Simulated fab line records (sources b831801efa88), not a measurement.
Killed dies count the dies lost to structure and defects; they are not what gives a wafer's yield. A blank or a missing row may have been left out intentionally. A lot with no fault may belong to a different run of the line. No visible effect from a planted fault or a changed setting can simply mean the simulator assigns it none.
fab line records	flow gf180mcu
[record] lots = 5	wafers = 15	last_day = 33
route steps=602 shown V4@480 MIM@503
lots untouched by any fault: they come from a run of this same line in which no faults occurred
start_h: the number of hours between the record's first day and the start of the first shown wafer of the lot	wait_h: hours since the lot's step before	" the same as in the row above	L1.1+2: a row that stands for several wafers	- value missing, or start not given	* or withheld: withheld	< > ~ a bound
route shown NAME@n: NAME is a module with steps in the file, n the number in the route of the first one	usual: average and standard deviation across the fault-free wafers	same: alike in all rows	chamber/n: place in a boat	sites: the reading at each site	_std_site: the standard deviation of these	_edge_site: outer sites' mean less inner sites'	radius_mm: how far each site lies from the wafer's centre	mask NAME#n: copy n	behind: the last tool/chamber to shape the wafer	hold: why the lot was held/for how many hours/how that ended	device: transistor that didn't switch, given as n, p or np	end of line: the tests these same wafers got at the end of their route	a step with no rows: only its recipe	killed: dies lost to structure and defects at the first sort, not the wafer's yield	map: the dies of a wafer, with x for killed, . for not killed, _ for no die there
set.NAME: the setting as run; set.NAME@STEP: as run at that earlier step	model.NAME: the simulator's own value behind a step, which no gauge read
certain route steps with their lots: each step a table, each wafer a row
services: a tool's chamber out of use, with start hour (start_h, from the record's first day; less than 0 if before it), hours out, and reason
[[steps]]
[step GF_V4_CMP_04]
[recipe] material = SiO2	down_force_psi = 4	platen_rpm = 60	pad_velocity_m_s = 0.94248
[usual] motor_current_A = 12.8/1.1	time_to_endpoint_s = 79/5.7
lot.wafer	tool	chamber	start_h	wait_h	motor_current_A	time_to_endpoint_s
L075.3	cmp-01	1	552.82	0.1	14.2	76
L075.5	"	3	"	"	12.9	75
L075.6	"	0	"	"	13.6	83
L080.4	cmp-02	2	587.49	0.0	13.3	79
L080.3	"	3	"	"	11.7	78
L080.6	"	3	"	"	11.5	83
L084.2	cmp-01	2	625.99	0.2	12.8	82
L084.6	"	3	"	"	13.7	80
L084.5	"	0	"	"	13.9	82
L090.1	cmp-02	0	664.43	0.1	12.4	77
L090.4	"	1	"	"	11.5	82
L090.3	"	3	"	"	11.2	73
L091.2	cmp-02	0	675.71	0.1	11.4	73
L091.3	"	1	"	"	11.8	74
L091.6	"	3	"	"	11.7	78
[step GF_V4_BOW_MEAS_05]
[recipe] mode = bow
[usual] V4_BOW = 132/9.5
lot.wafer	tool	chamber	start_h	wait_h	V4_BOW[um]
L075.3	film_metro-01	-	553.06	0.2	128
L075.5	"	-	"	"	134
L075.6	"	-	"	"	120
L080.3	film_metro-01	-	587.83	0.2	131
L080.4	"	-	"	"	149
L080.6	"	-	"	"	134
L084.2	film_metro-01	-	626.16	0.1	130
L084.5	"	-	"	"	139
L084.6	"	-	"	"	128
L090.1	film_metro-04	-	664.73	0.2	123
L090.3	"	-	"	"	125
L090.4	"	-	"	"	120
L091.2	film_metro-04	-	675.93	0.2	133
L091.3	"	-	"	"	127
L091.6	"	-	"	"	126
[step GF_V4_DEHYDRATE_06]
[recipe] temp_c = 200	time_s = 60
lot.wafer	tool	chamber	start_h	wait_h
L075.3+5+6	litho_track-04	0	563.51	10.4
L080.3+4+6	litho_track-03	0	597.78	9.9
L084.2+5+6	litho_track-02	0	635.73	9.6
L090.1+3+4	litho_track-02	0	673.81	9.1
L091.2+3+6	litho_track-03	0	685.26	9.3
[step GF_V4_HMDS_07]
[recipe] prime_time_s = 60	prime_temp_c = 120
lot.wafer	tool	chamber	start_h	wait_h
L075.3+5+6	litho_track-04	0	563.66	0.1
L080.3+4+6	litho_track-03	0	597.93	0.1
L084.2+5+6	litho_track-02	0	635.88	0.1
L090.1+3+4	litho_track-02	0	673.96	0.1
L091.2+3+6	litho_track-03	0	685.41	0.1
[step GF_V4_COAT_08]
[recipe] resist = BARC	temp_c = withheld	time_s = withheld	spin_rpm = withheld	resist_thk_nm = withheld
lot.wafer	tool	chamber	start_h	wait_h
L075.3+5+6	litho_track-04	0	563.81	0.1
L080.3+4+6	litho_track-03	0	598.08	0.1
L084.2+5+6	litho_track-02	0	636.03	0.1
L090.1+3+4	litho_track-02	0	674.11	0.1
L091.2+3+6	litho_track-03	0	685.56	0.1
[step GF_V4_COAT_09]
[recipe] resist = KrF	spin_rpm = withheld	resist_thk_nm = 1000
lot.wafer	tool	chamber	start_h	wait_h
L075.3+5+6	litho_track-04	0	-	-
L080.3+4+6	litho_track-03	0	-	-
L084.2+5+6	litho_track-02	0	-	-
L090.1+3+4	litho_track-02	0	-	-
L091.2+3+6	litho_track-03	0	-	-
[step GF_V4_SOFTBAKE_10]
[recipe] temp_c = 130	time_s = 60	resist = KrF
lot.wafer	tool	chamber	start_h	wait_h
L075.3+5+6	litho_track-04	0	-	-
L080.3+4+6	litho_track-03	0	-	-
L084.2+5+6	litho_track-02	0	-	-
L090.1+3+4	litho_track-02	0	-	-
L091.2+3+6	litho_track-03	0	-	-
[step GF_V4_EXPOSE_11]
[recipe] mask_id = Via4	target_cd_nm = 260	na = 0.68	source_shape = conventional	sigma_outer = 0.6	dose_mj = 38
lot.wafer	tool	chamber	start_h	wait_h	mask
L075.3+5+6	krf_scanner-01	0	-	-	Via4#0
L080.3+4+6	krf_scanner-02	0	-	-	Via4#0
L084.2+5+6	krf_scanner-02	0	-	-	Via4#0
L090.1+3+4	krf_scanner-01	0	-	-	Via4#0
L091.2+3+6	krf_scanner-01	0	-	-	Via4#0
[step GF_V4_PEB_12]
[recipe] peb_temp_c = 135	peb_time_s = 90	resist = KrF
lot.wafer	tool	chamber	start_h	wait_h
L075.3+5+6	litho_track-03	0	-	-
L080.3+4+6	litho_track-04	0	-	-
L084.2+5+6	litho_track-02	0	-	-
L090.1+3+4	litho_track-04	0	-	-
L091.2+3+6	litho_track-03	0	-	-
[step GF_V4_DEVELOP_13]
[recipe] develop_time_s = 60	resist = KrF	dev_temp_c = 21
lot.wafer	tool	chamber	start_h	wait_h
L075.3+5+6	litho_track-03	0	574.43	0.1
L080.3+4+6	litho_track-04	0	608.71	0.1
L084.2+5+6	litho_track-02	0	645.93	0.2
L090.1+3+4	litho_track-04	0	684.21	0.2
L091.2+3+6	litho_track-03	0	694.66	0.2
[step GF_V4_CD_MEAS_14]
[recipe] target_cd_nm = 260
[usual] cd_nm = 260.3/1.4
lot.wafer	tool	chamber	start_h	wait_h	cd_nm
L075.3	cd_sem-02	-	574.57	0.1	259.7
L075.5	"	-	"	"	258.9
L075.6	"	-	"	"	259.4
L080.3	cd_sem-02	-	608.85	0.1	261.0
L080.4	"	-	"	"	262.5
L080.6	"	-	"	"	262.1
L084.2	cd_sem-02	-	646.08	0.1	260.2
L084.5	"	-	"	"	259.6
L084.6	"	-	"	"	261.4
L090.1	cd_sem-01	-	684.36	0.1	259.0
L090.3	"	-	"	"	258.5
L090.4	"	-	"	"	258.0
L091.2	cd_sem-01	-	694.80	0.1	258.9
L091.3	"	-	"	"	257.8
L091.6	"	-	"	"	258.1
[step GF_V4_OVL_MEAS_15]
[usual] V4_OVL = 3/5.1
lot.wafer	tool	chamber	start_h	wait_h	V4_OVL[nm]
L075.3	overlay-02	-	574.67	0.1	0
L075.5	"	-	"	"	0
L075.6	"	-	"	"	1
L080.3	overlay-01	-	608.94	0.1	-7
L080.4	"	-	"	"	-1
L080.6	"	-	"	"	4
L084.2	overlay-02	-	646.18	0.1	5
L084.5	"	-	"	"	0
L084.6	"	-	"	"	6
L090.1	overlay-02	-	684.48	0.1	12
L090.3	"	-	"	"	13
L090.4	"	-	"	"	9
L091.2	overlay-02	-	694.91	0.1	-6
L091.3	"	-	"	"	3
L091.6	"	-	"	"	-2
[step GF_V4_ETCH_16]
[recipe] chemistry = N2/H2	target_depth_a = withheld	overetch_a = withheld	time_s = withheld	target = BARC	ion_energy_ev = 200	source_w = 500	bias_w = 100	pressure_mtorr = 30	n2_flow_sccm = 100	h2_flow_sccm = 200
[usual] drypump_motor_current_A = 5.7/0.41	oes_product_au = 0.855/0.0053	throttle_valve_pct = 13.225/0.0089
lot.wafer	tool	chamber	start_h	wait_h	drypump_motor_current_A	oes_product_au	throttle_valve_pct
L075.3	rie_diel-04	1	574.69	0.0	5.6	0.855	13.219
L075.5	"	2	"	"	6.0	0.859	13.247
L075.6	"	1	"	"	5.6	0.852	13.222
L080.3	rie_diel-04	1	608.96	0.0	5.6	0.851	13.223
L080.4	"	3	"	"	6.4	0.846	13.218
L080.6	"	2	"	"	6.0	0.862	13.225
L084.2	rie_diel-04	0	646.21	0.0	5.5	0.853	13.219
L084.5	"	0	"	"	5.5	0.851	13.232
L084.6	"	3	"	"	6.4	0.857	13.242
L090.1	rie_diel-02	1	684.51	0.0	6.0	0.853	13.231
L090.3	"	2	"	"	5.7	0.851	13.220
L090.4	"	3	"	"	5.7	0.849	13.223
L091.2	rie_diel-03	0	694.94	0.0	6.1	0.850	13.208
L091.3	"	1	"	"	5.0	0.855	13.231
L091.6	"	1	"	"	5.0	0.856	13.226
[step GF_V4_ETCH_17]
[recipe] chemistry = C4F8/O2/Ar	mask_material = KrF	target = SiO2	stop_on = TiN	source_w = 1500	bias_w = 1200	pressure_mtorr = 40	c4f8_flow_sccm = withheld	O2_flow_sccm = 6	Ar_flow_sccm = 300	time_s = withheld	target_depth_a = 6300
[usual] oes_product_au = 0.855/0.0048
lot.wafer	tool	chamber	start_h	wait_h	oes_product_au
L075.3	rie_diel-04	1	-	-	0.855
L075.5	"	2	"	"	0.855
L075.6	"	1	"	"	0.850
L080.3	rie_diel-04	1	-	-	0.860
L080.4	"	3	"	"	0.859
L080.6	"	2	"	"	0.852
L084.2	rie_diel-04	0	-	-	0.855
L084.5	"	0	"	"	0.863
L084.6	"	3	"	"	0.859
L090.1	rie_diel-02	1	-	-	0.859
L090.3	"	2	"	"	0.856
L090.4	"	3	"	"	0.858
L091.2	rie_diel-03	0	-	-	0.848
L091.3	"	1	"	"	0.849
L091.6	"	1	"	"	0.856
[step GF_V4_STRIP_18]
[recipe] chemistry = O2/N2	power_w = 1400	pressure_mtorr = 1500	platen_temp_c = 250	o2_flow_sccm = 3000	n2_flow_sccm = 300	overash_fraction = 0.5
[usual] drypump_motor_current_A = 5.3/0.65	heater_power_w = 345/30	oes_product_au = 0.593/0.0044
lot.wafer	tool	chamber	start_h	wait_h	drypump_motor_current_A	heater_power_w	oes_product_au	rf_hours_counter_h
L075.3	plasma_asher-02	1	574.85	-	6.2	328	0.591	-
L075.5	"	1	"	"	6.2	326	0.595	-
L075.6	"	0	"	"	4.7	372	0.591	-
L080.3	plasma_asher-02	1	609.13	-	6.2	330	0.599	-
L080.4	"	0	"	"	4.7	377	0.594	-
L080.6	"	1	"	"	6.2	332	0.599	-
L084.2	plasma_asher-02	1	646.34	-	6.2	325	0.592	88
L084.5	"	1	"	"	6.2	326	0.587	-
L084.6	"	0	"	"	4.7	371	0.600	-
L090.1	plasma_asher-03	1	684.64	-	4.9	344	0.588	59
L090.3	"	1	"	"	4.9	356	0.593	-
L090.4	"	0	"	"	4.7	287	0.590	-
L091.2	plasma_asher-01	1	695.07	-	5.6	376	0.594	27
L091.3	"	0	"	"	5.2	331	0.595	-
L091.6	"	0	"	"	5.2	328	0.603	-
[step GF_V4_STRIP_19]
[recipe] chemistry = post_etch_residue_remover	time_s = 1200	temp_c = 72.5
lot.wafer	tool	chamber	start_h	wait_h
L075.3+5+6	wet_bench-01	2	574.92	0.0
L080.3+4+6	wet_bench-01	2	609.19	0.0
L084.2+5+6	wet_bench-01	3	646.44	0.1
L090.1+3+4	wet_bench-02	0	684.74	0.1
L091.2+3+6	wet_bench-03	3	695.17	0.1
[step GF_V4_CLEAN_20]
[recipe] chemistry = DIW	dry = n2_spin
lot.wafer	tool	chamber	start_h	wait_h
L075.3+5+6	wet_bench-03	2	575.26	0.0
L080.3+4+6	wet_bench-02	1	609.53	0.0
L084.2+5+6	wet_bench-03	2	646.78	0.0
L090.1+3+4	wet_bench-03	3	685.11	0.0
L091.2+3+6	wet_bench-01	2	695.51	0.0
[step GF_V4_SPUTTER_21]
[recipe] material = Ti	target_thk_nm = 15	chamber_pressure_pa = 5	power_w = 2500	substrate_temp_c = 200	time_s = 80.02
[usual] throttle_valve_pct = 30.1/1
lot.wafer	tool	chamber	start_h	wait_h	throttle_valve_pct
L075.3	pvd_sputter-02	-	575.35	0.0	30.8
L075.5	"	-	"	"	29.6
L075.6	"	-	"	"	29.2
L080.3	pvd_sputter-02	-	609.63	0.0	29.0
L080.4	"	-	"	"	31.0
L080.6	"	-	"	"	28.4
L084.2	pvd_sputter-04	-	646.88	0.0	29.8
L084.5	"	-	"	"	29.6
L084.6	"	-	"	"	31.0
L090.1	pvd_sputter-03	-	685.21	0.0	29.7
L090.3	"	-	"	"	30.8
L090.4	"	-	"	"	31.6
L091.2	pvd_sputter-02	-	695.60	0.0	31.0
L091.3	"	-	"	"	29.9
L091.6	"	-	"	"	29.5
[step GF_V4_SPUTTER_22]
[recipe] material = TiN	target_thk_nm = 10	chamber_pressure_pa = 5	power_w = 4000	time_s = 40
[usual] throttle_valve_pct = 30.0/1
lot.wafer	tool	chamber	start_h	wait_h	throttle_valve_pct
L075.3	pvd_sputter-02	-	575.41	0.0	31.0
L075.5	"	-	"	"	29.5
L075.6	"	-	"	"	29.1
L080.3	pvd_sputter-02	-	609.69	0.0	29.0
L080.4	"	-	"	"	30.8
L080.6	"	-	"	"	28.4
L084.2	pvd_sputter-04	-	646.94	0.0	29.9
L084.5	"	-	"	"	29.9
L084.6	"	-	"	"	30.8
L090.1	pvd_sputter-03	-	685.27	0.0	29.3
L090.3	"	-	"	"	31.0
L090.4	"	-	"	"	31.4
L091.2	pvd_sputter-02	-	695.66	0.0	31.0
L091.3	"	-	"	"	29.5
L091.6	"	-	"	"	29.6
[step GF_V4_CVD_23]
[recipe] material = W	target_thk_nm = 350	time_s = 104.9	temp_c = 400	pressure_torr = 40
[usual] heater_power_w = 885/60
lot.wafer	tool	chamber	start_h	wait_h	heater_power_w
L075.3	cvd_w-01	1	575.49	0.1	836
L075.5	"	0	"	"	985
L075.6	"	1	"	"	856
L080.3	cvd_w-02	1	609.76	0.1	819
L080.4	"	0	"	"	850
L080.6	"	1	"	"	840
L084.2	cvd_w-01	0	646.98	0.0	970
L084.5	"	1	"	"	853
L084.6	"	0	"	"	1009
L090.1	cvd_w-01	0	685.31	0.0	975
L090.3	"	0	"	"	980
L090.4	"	1	"	"	845
L091.2	cvd_w-01	1	695.70	0.0	858
L091.3	"	1	"	"	843
L091.6	"	0	"	"	962
[step GF_V4_RS_MEAS_24]
[recipe] thk_meas_gauge = four-point-probe	reads = W_of_V4_CVD_23+TiN_of_V4_SPUTTER_22+Ti_of_V4_SPUTTER_21
[usual] V4_W_RS = 0.330/0.004
lot.wafer	tool	chamber	start_h	wait_h	V4_W_RS[ohm/sq]
L075.3	film_metro-01	-	575.61	0.1	0.329
L075.5	"	-	"	"	0.331
L075.6	"	-	"	"	0.328
L080.3	film_metro-04	-	609.88	0.1	0.328
L080.4	"	-	"	"	0.334
L080.6	"	-	"	"	0.328
L084.2	film_metro-04	-	647.11	0.1	0.335
L084.5	"	-	"	"	0.330
L084.6	"	-	"	"	0.333
L090.1	film_metro-03	-	685.42	0.1	0.336
L090.3	"	-	"	"	0.335
L090.4	"	-	"	"	0.334
L091.2	film_metro-01	-	695.83	0.1	0.333
L091.3	"	-	"	"	0.332
L091.6	"	-	"	"	0.338
[step GF_V4_THK_MEAS_25]
[recipe] thk_meas_gauge = xrf	reads = W_of_V4_CVD_23
[usual] V4_W_THK = 352/6.6
lot.wafer	tool	chamber	start_h	wait_h	V4_W_THK[nm]
L075.3	film_metro-01	-	575.71	0.1	344
L075.5	"	-	"	"	344
L075.6	"	-	"	"	344
L080.3	film_metro-04	-	609.98	0.1	358
L080.4	"	-	"	"	351
L080.6	"	-	"	"	359
L084.2	film_metro-04	-	647.22	0.1	351
L084.5	"	-	"	"	357
L084.6	"	-	"	"	355
L090.1	film_metro-03	-	685.54	0.1	348
L090.3	"	-	"	"	347
L090.4	"	-	"	"	350
L091.2	film_metro-01	-	695.94	0.1	342
L091.3	"	-	"	"	344
L091.6	"	-	"	"	337
[step GF_V4_CMP_26]
[recipe] stop_on = SiO2	down_force_psi = 3.5	platen_rpm = 60	t_overpolish_s = 15	target_thk_nm = 0	pad_velocity_m_s = 0.94248
[usual] motor_current_A = 11.9/0.95	overpolish_run_s = 15.000/0.0084	time_to_endpoint_s = 84/3.5
lot.wafer	tool	chamber	start_h	wait_h	motor_current_A	overpolish_run_s	time_to_endpoint_s
L075.3	cmp-01	0	575.75	0.0	12.5	15.005	83
L075.6	"	0	"	"	12.8	15.000	81
L075.5	"	1	"	"	13.3	15.004	85
L080.4	cmp-02	2	610.02	0.0	12.4	14.992	81
L080.3	"	1	"	"	10.7	15.023	82
L080.6	"	2	"	"	12.5	15.005	79
L084.2	cmp-02	2	647.27	0.0	12.1	15.010	85
L084.6	"	2	"	"	12.4	14.990	87
L084.5	"	3	"	"	10.5	15.002	87
L090.3	cmp-01	2	685.60	0.0	11.5	14.996	80
L090.1	"	0	"	"	12.1	15.005	80
L090.4	"	1	"	"	13.5	14.997	82
L091.3	cmp-02	0	696.09	0.1	10.4	15.000	81
L091.2	"	1	"	"	10.6	14.994	83
L091.6	"	3	"	"	10.9	15.010	83
[step GF_MIM_SPUTTER_00]
[recipe] material = Ti	target_thk_nm = 37.5	arriving_ion_energy_ev = 80	substrate_temp_c = 200	chamber_pressure_pa = 2	power_w = 4000	time_s = 150
[usual] throttle_valve_pct = 30.9/0.98
lot.wafer	tool	chamber	start_h	wait_h	throttle_valve_pct
L075.3	pvd_sputter-01	-	576.05	0.2	31.3
L075.5	"	-	"	"	31.3
L075.6	"	-	"	"	33.1
L080.3	pvd_sputter-01	-	610.32	0.1	31.3
L080.4	"	-	"	"	32.8
L080.6	"	-	"	"	30.7
L084.2	pvd_sputter-03	-	647.57	0.2	30.0
L084.5	"	-	"	"	29.5
L084.6	"	-	"	"	31.9
L090.1	pvd_sputter-03	-	685.90	0.1	31.7
L090.3	"	-	"	"	29.7
L090.4	"	-	"	"	30.7
L091.2	pvd_sputter-04	-	696.29	0.1	32.0
L091.3	"	-	"	"	31.4
L091.6	"	-	"	"	31.8
[step GF_MIM_SPUTTER_01]
[recipe] material = TiN	target_thk_nm = 30	power_w = 6500	time_s = 25	chamber_pressure_pa = 0.4
[usual] throttle_valve_pct = 30.9/0.97
lot.wafer	tool	chamber	start_h	wait_h	throttle_valve_pct
L075.3	pvd_sputter-01	-	576.15	0.1	31.1
L075.5	"	-	"	"	31.2
L075.6	"	-	"	"	33.1
L080.3	pvd_sputter-01	-	610.42	0.1	31.1
L080.4	"	-	"	"	33.1
L080.6	"	-	"	"	30.4
L084.2	pvd_sputter-03	-	647.67	0.1	30.0
L084.5	"	-	"	"	29.8
L084.6	"	-	"	"	31.5
L090.1	pvd_sputter-03	-	686.00	0.1	31.4
L090.3	"	-	"	"	29.6
L090.4	"	-	"	"	30.9
L091.2	pvd_sputter-04	-	696.39	0.1	31.8
L091.3	"	-	"	"	31.3
L091.6	"	-	"	"	31.6
[step GF_MIM_SPUTTER_02]
[recipe] material = AlCu	target_thk_nm = 450	power_w = 10600	time_s = 23.9	chamber_pressure_pa = 0.4
[usual] throttle_valve_pct = 30.9/0.98
lot.wafer	tool	chamber	start_h	wait_h	throttle_valve_pct
L075.3	pvd_sputter-01	-	576.18	0.0	31.3
L075.5	"	-	"	"	31.4
L075.6	"	-	"	"	33.1
L080.3	pvd_sputter-01	-	610.45	0.0	31.6
L080.4	"	-	"	"	33.2
L080.6	"	-	"	"	30.5
L084.2	pvd_sputter-03	-	647.70	0.0	29.7
L084.5	"	-	"	"	29.8
L084.6	"	-	"	"	31.6
L090.1	pvd_sputter-03	-	686.03	0.0	32.0
L090.3	"	-	"	"	29.8
L090.4	"	-	"	"	30.8
L091.2	pvd_sputter-04	-	696.42	0.0	31.9
L091.3	"	-	"	"	31.6
L091.6	"	-	"	"	31.6
[step GF_MIM_SPUTTER_03]
[recipe] material = Ti	target_thk_nm = 10	substrate_temp_c = 300	chamber_pressure_pa = 0.2951	power_w = 3000	time_s = 6.7
[usual] throttle_valve_pct = 30.9/0.97
lot.wafer	tool	chamber	start_h	wait_h	throttle_valve_pct
L075.3	pvd_sputter-01	-	576.21	0.0	31.5
L075.5	"	-	"	"	31.4
L075.6	"	-	"	"	32.8
L080.3	pvd_sputter-01	-	610.48	0.0	31.2
L080.4	"	-	"	"	33.0
L080.6	"	-	"	"	30.8
L084.2	pvd_sputter-03	-	647.73	0.0	29.9
L084.5	"	-	"	"	29.7
L084.6	"	-	"	"	31.6
L090.1	pvd_sputter-03	-	686.06	0.0	31.7
L090.3	"	-	"	"	29.8
L090.4	"	-	"	"	30.8
L091.2	pvd_sputter-04	-	696.45	0.0	31.9
L091.3	"	-	"	"	31.7
L091.6	"	-	"	"	31.8
[step GF_MIM_SPUTTER_04]
[recipe] material = TiN	target_thk_nm = 50	power_w = 6500	time_s = 41.7	chamber_pressure_pa = 0.4
[usual] throttle_valve_pct = 30.9/0.99
lot.wafer	tool	chamber	start_h	wait_h	throttle_valve_pct
L075.3	pvd_sputter-01	-	576.23	0.0	30.9
L075.5	"	-	"	"	31.1
L075.6	"	-	"	"	33.0
L080.3	pvd_sputter-01	-	610.50	0.0	31.2
L080.4	"	-	"	"	32.7
L080.6	"	-	"	"	30.2
L084.2	pvd_sputter-03	-	647.75	0.0	29.8
L084.5	"	-	"	"	29.4
L084.6	"	-	"	"	31.6
L090.1	pvd_sputter-03	-	686.08	0.0	31.7
L090.3	"	-	"	"	29.5
L090.4	"	-	"	"	30.9
L091.2	pvd_sputter-04	-	696.47	0.0	31.6
L091.3	"	-	"	"	31.4
L091.6	"	-	"	"	31.6
[step GF_MIM_CVD_05]
[recipe] material = Si3N4	target_thk_nm = 42	temp_max_c = 400	temp_c = 385	time_s = 29.086	rf_w = 450
[usual] heater_power_w = 679/89
lot.wafer	tool	chamber	start_h	wait_h	heater_power_w
L075.3	pecvd-04	0	576.27	0.0	663
L075.5	"	2	"	"	677
L075.6	"	0	"	"	685
L080.3	pecvd-01	1	610.56	0.0	641
L080.4	"	2	"	"	786
L080.6	"	1	"	"	628
L084.2	pecvd-03	2	647.79	0.0	654
L084.5	"	2	"	"	652
L084.6	"	1	"	"	488
L090.1	pecvd-01	0	686.12	0.0	712
L090.3	"	2	"	"	651
L090.4	"	0	"	"	712
L091.2	pecvd-04	1	696.51	0.0	746
L091.3	"	0	"	"	620
L091.6	"	2	"	"	617
[step GF_MIM_THK_MEAS_06]
[recipe] reads = Si3N4_of_MIM_CVD_05
[usual] MIM_CVD_05_THK = 41.8/0.52
lot.wafer	tool	chamber	start_h	wait_h	MIM_CVD_05_THK[nm]
L075.3	film_metro-04	-	576.32	0.0	41.5
L075.5	"	-	"	"	42.7
L075.6	"	-	"	"	41.9
L080.3	film_metro-01	-	610.61	0.0	41.9
L080.4	"	-	"	"	42.2
L080.6	"	-	"	"	41.6
L084.2	film_metro-04	-	647.83	0.0	40.4
L084.5	"	-	"	"	41.2
L084.6	"	-	"	"	41.5
L090.1	film_metro-01	-	686.15	0.0	41.9
L090.3	"	-	"	"	41.8
L090.4	"	-	"	"	42.2
L091.2	film_metro-01	-	696.56	0.0	41.2
L091.3	"	-	"	"	41.3
L091.6	"	-	"	"	42.3
[step GF_MIM_SPUTTER_07]
[recipe] material = TiN	target_thk_nm = 60	power_w = 6500	time_s = 50	chamber_pressure_pa = 0.4
[usual] throttle_valve_pct = 30.9/1
lot.wafer	tool	chamber	start_h	wait_h	throttle_valve_pct
L075.3	pvd_sputter-03	-	576.36	0.0	29.3
L075.5	"	-	"	"	30.7
L075.6	"	-	"	"	31.7
L080.3	pvd_sputter-04	-	610.65	0.0	30.7
L080.4	"	-	"	"	31.5
L080.6	"	-	"	"	31.6
L084.2	pvd_sputter-04	-	647.88	0.0	31.3
L084.5	"	-	"	"	31.0
L084.6	"	-	"	"	31.4
L090.1	pvd_sputter-01	-	686.21	0.1	32.5
L090.3	"	-	"	"	31.2
L090.4	"	-	"	"	30.3
L091.2	pvd_sputter-03	-	696.61	0.0	29.5
L091.3	"	-	"	"	29.5
L091.6	"	-	"	"	30.6
[step GF_MIM_SPUTTER_08]
[recipe] material = AlCu	target_thk_nm = 200	power_w = 10600	time_s = 10.15	chamber_pressure_pa = 0.4
[usual] throttle_valve_pct = 30.9/1
lot.wafer	tool	chamber	start_h	wait_h	throttle_valve_pct
L075.3	pvd_sputter-03	-	576.40	0.0	29.3
L075.5	"	-	"	"	30.7
L075.6	"	-	"	"	31.8
L080.3	pvd_sputter-04	-	610.69	0.0	30.9
L080.4	"	-	"	"	31.3
L080.6	"	-	"	"	31.6
L084.2	pvd_sputter-04	-	647.93	0.0	31.4
L084.5	"	-	"	"	30.6
L084.6	"	-	"	"	31.4
L090.1	pvd_sputter-01	-	686.26	0.0	33.1
L090.3	"	-	"	"	31.5
L090.4	"	-	"	"	30.9
L091.2	pvd_sputter-03	-	696.65	0.0	29.6
L091.3	"	-	"	"	29.6
L091.6	"	-	"	"	30.9
[[services]]
tool	chamber	start_h	hours	kind
krf_scanner-01	-	537.99	0.8	pm
rie_diel-04	-	539.58	0.3	repair
wet_bench-03	-	545.69	7.2	repair
cmp-02	-	550.44	9.5	pm
cmp-01	-	562.23	1.8	repair
cmp-02	-	572.27	4.0	pm
cmp-01	-	579.51	2.0	repair
pvd_sputter-02	-	581.77	1.8	repair
plasma_asher-02	-	591.71	10.0	pm
pvd_sputter-04	-	594.60	1.6	repair
krf_scanner-01	-	596.33	4.0	pm
cmp-02	-	612.58	2.1	repair
cvd_w-01	-	628.76	6.9	pm
cmp-02	-	630.33	0.5	repair
pvd_sputter-03	-	631.22	1.1	repair
pvd_sputter-02	-	634.54	2.2	repair
pvd_sputter-01	-	634.99	8.4	repair
cmp-02	-	655.00	3.2	pm
rie_diel-04	3	658.29	1.5	repair
cmp-02	-	659.21	1.5	repair
pvd_sputter-01	-	669.72	9.1	repair
cmp-02	-	673.60	1.2	repair
pvd_sputter-04	-	678.89	3.5	repair
pvd_sputter-01	-	682.20	2.3	repair
[[key]]
fault none
